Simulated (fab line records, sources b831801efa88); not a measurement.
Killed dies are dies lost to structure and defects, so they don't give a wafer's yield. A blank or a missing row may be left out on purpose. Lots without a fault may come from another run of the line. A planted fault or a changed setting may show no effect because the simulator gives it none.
One fault seen from 2 desks | flow gf180mcu | each desk has only its own numbers; what lay behind them comes last

THE METROLOGY DESK
What the gauges read, lot by lot, whatever tool the lot ran on: means of the sampled wafers that have a number. A lot is out of limits, marked OUT, if its mean lies more than 4 standard deviations from the usual mean; the brackets give that distance.
Columns: A = INCOMING_BOW at GF_STI_BOW_MEAS_00, usual 0 um; B = MVPSD_TW at GF_MVPSD_TW_MEAS_11, usual 553.8
lot  | first seen here | A  | B
L793 | day 1 10:00     | 1  | 555.2
L794 | day 1 15:00     | 4  | 554.7
L795 | day 1 20:01     | 1  | 557.4
L797 | day 2 06:01     | -1 | 555.0
L798 | day 2 11:02     | 3  | 555.8
L800 | day 2 21:04     | 5  | 554.6
L801 | day 3 02:00     | -1 | 553.1
L803 | day 3 12:01     | 3  | 549.5
L805 | day 3 22:00     | -2 | 554.2
L806 | day 4 03:00     | -4 | 553.6
L808 | day 4 13:00     | 2  | 551.6
L811 | day 5 04:01     | 3  | 552.9
L816 | day 6 05:00     | -2 | 556.1
This desk's finding: nothing out of limits on any of the 13 lots.

THE TOOL OWNER'S DESK: plasma_asher-04
The tool's own readings at GF_MVSD_STRIP_10 (strips in O2/N2): means of the sampled wafers that have a number, for each lot that ran on this tool. A lot is out of limits, marked OUT, if its mean lies more than 4 standard deviations from the usual mean; the brackets give that distance.
Columns: A = chamber_pressure_mTorr at GF_MVSD_STRIP_10, usual 1500.0 mTorr; B = drypump_motor_current_A at GF_MVSD_STRIP_10, usual 5.3 A; C = heater_power_w at GF_MVSD_STRIP_10, usual 345 W; D = oes_product_au at GF_MVSD_STRIP_10, usual 0.723 a.u.; E = platen_temp_c at GF_MVSD_STRIP_10, usual 249.99 C; F = strip_time_to_endpoint_s at GF_MVSD_STRIP_10, usual 36.98 s
lot  | first seen here | A      | B   | C   | D               | E      | F
L794 | day 4 15:13     | 1500.4 | 5.3 | 306 | 0.725           | 250.11 | 37.08
L798 | day 5 15:21     | 1500.1 | 5.2 | 304 | 0.725           | 250.25 | 37.00
L801 | day 6 08:05     | 1500.1 | 5.3 | 304 | 0.718           | 249.98 | 37.03
L805 | day 7 18:16     | 1500.9 | 5.3 | 308 | 0.715           | 250.02 | 36.96
L811 | day 8 21:16     | 1498.6 | 5.3 | 300 | 0.945 (+50) OUT | 250.34 | -
This desk's finding: out of limits on L811; first on L811, day 8 21:16 (oes_product_au at GF_MVSD_STRIP_10). In limits: L794, L798, L801, L805.

PUT TOGETHER
The tool owner's desk could have raised an alarm at day 8 21:16, on L811.
The metrology desk saw nothing out of limits.
The metrology desk has L811 on record, within its limits.
Of the lots named, all ran GF_MVSD_STRIP_10 on plasma_asher-04.

WHAT THE SIMULATOR HAD PUT IN
Strip aborted: plasma_asher-04, from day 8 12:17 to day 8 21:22, at GF_MVSD_STRIP_10. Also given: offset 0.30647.
Lots struck among those shown: L811.
Hours from the fault's start to each desk's first reading out of limits: the tool owner's desk, 9.
